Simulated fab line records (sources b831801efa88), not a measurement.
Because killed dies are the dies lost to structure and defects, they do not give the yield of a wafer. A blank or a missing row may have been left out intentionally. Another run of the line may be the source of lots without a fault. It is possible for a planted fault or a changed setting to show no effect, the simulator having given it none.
Chamber matching + flow sky130 + SKY_FIELD_ISO_CMP_27 on cmp-02: 4 sister chambers
The step polishes, stops on Si3N4, t overpolish 16 s, target thk 457.8 nm. 20 wafers are shown with their chamber, then 10 later ones without.

== WAFERS PAIRED WITH THEIR CHAMBERS ==
| wafer  | chamber | motorCurrentA (A) | timeToEndpointS (s) | overpolishRunS (s) |
|--------|---------|-------------------|---------------------|--------------------|
| L789.1 | 1       | 12.0              | 108                 | 15.999             |
| L789.4 | 3       | 10.4              | 120                 | 16.018             |
| L789.6 | 3       | 10.9              | 118                 | 15.986             |
| L790.1 | 2       | 14.4              | 117                 | 16.008             |
| L790.2 | 1       | 11.8              | 116                 | 16.003             |
| L790.6 | 1       | 12.8              | 116                 | 15.985             |
| L791.1 | 0       | 11.8              | 116                 | 15.995             |
| L791.5 | 1       | 12.1              | 115                 | 16.016             |
| L791.6 | 0       | 12.0              | 116                 | 16.005             |
| L792.1 | 2       | 14.0              | 115                 | 15.991             |
| L792.3 | 1       | 12.6              | 111                 | 15.996             |
| L792.6 | 0       | 11.9              | 114                 | 16.003             |
| L796.2 | 2       | 14.2              | 112                 | 15.989             |
| L796.4 | 0       | 12.1              | 111                 | 16.001             |
| L796.6 | 3       | 10.4              | 118                 | 16.009             |
| L803.1 | 0       | 12.1              | 112                 | 15.976             |
| L803.5 | 0       | 11.3              | 113                 | 15.991             |
| L803.6 | 1       | 12.4              | 111                 | 15.998             |
| L805.1 | 0       | 12.7              | 115                 | 16.000             |
| L805.5 | 0       | 12.0              | 117                 | 16.003             |

SIGNATURES (means of the wafers above)
| reading         | chamber 0 | chamber 1 | chamber 2 | chamber 3 | scatter within a chamber |
|-----------------|-----------|-----------|-----------|-----------|--------------------------|
| motorCurrentA   | 11.988    | 12.283    | 14.200    | 10.567    | 0.356                    |
| timeToEndpointS | 114.25    | 112.83    | 114.67    | 118.67    | 2.52                     |
| overpolishRunS  | 15.99675  | 15.99950  | 15.99600  | 16.00433  | 0.0109                   |
Rule: for a wafer and a chamber, the distance is found by dividing, reading by reading, the gap between the wafer's reading and the chamber's mean by the reading's scatter, squaring, summing and taking the root. The wafer belongs to the nearest chamber; if the next one is less than 2 further off, it can't be placed. The scatter: take each reading less its chamber's mean, square it, sum over the shown wafers, divide by the number of wafers less the number of chambers, and take the root.

== WAFERS MISSING THEIR CHAMBER ==
| wafer  | motorCurrentA (A) | timeToEndpointS (s) | overpolishRunS (s) |
|--------|-------------------|---------------------|--------------------|
| L805.6 | 10.4              | 117                 | 16.002             |
| L807.1 | 13.7              | 116                 | 15.984             |
| L807.4 | 11.9              | 111                 | 16.001             |
| L807.5 | 14.3              | 117                 | 16.017             |
| L810.1 | 12.2              | 120                 | 15.999             |
| L810.3 | 10.5              | 127                 | 16.001             |
| L810.6 | 10.7              | 128                 | 16.001             |
| L811.2 | 13.9              | 116                 | 15.994             |
| L811.3 | 12.4              | 112                 | 15.989             |
| L811.5 | 12.7              | 116                 | 15.985             |

== EACH ONE'S CHAMBER ==
| wafer  | from the rows above     | in truth |
|--------|-------------------------|----------|
| L805.6 | 3                       | 3        |
| L807.1 | 2                       | 2        |
| L807.4 | can't be placed: 1 or 0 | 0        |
| L807.5 | 2                       | 2        |
| L810.1 | can't be placed: 0 or 1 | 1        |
| L810.3 | 3                       | 3        |
| L810.6 | 3                       | 3        |
| L811.2 | 2                       | 2        |
| L811.3 | can't be placed: 1 or 0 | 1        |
| L811.5 | can't be placed: 1 or 0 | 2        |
6 of 10 placed correctly. Can't be placed from these rows: 4 (the true chamber is among the candidates in 3). Placed wrongly: 0.
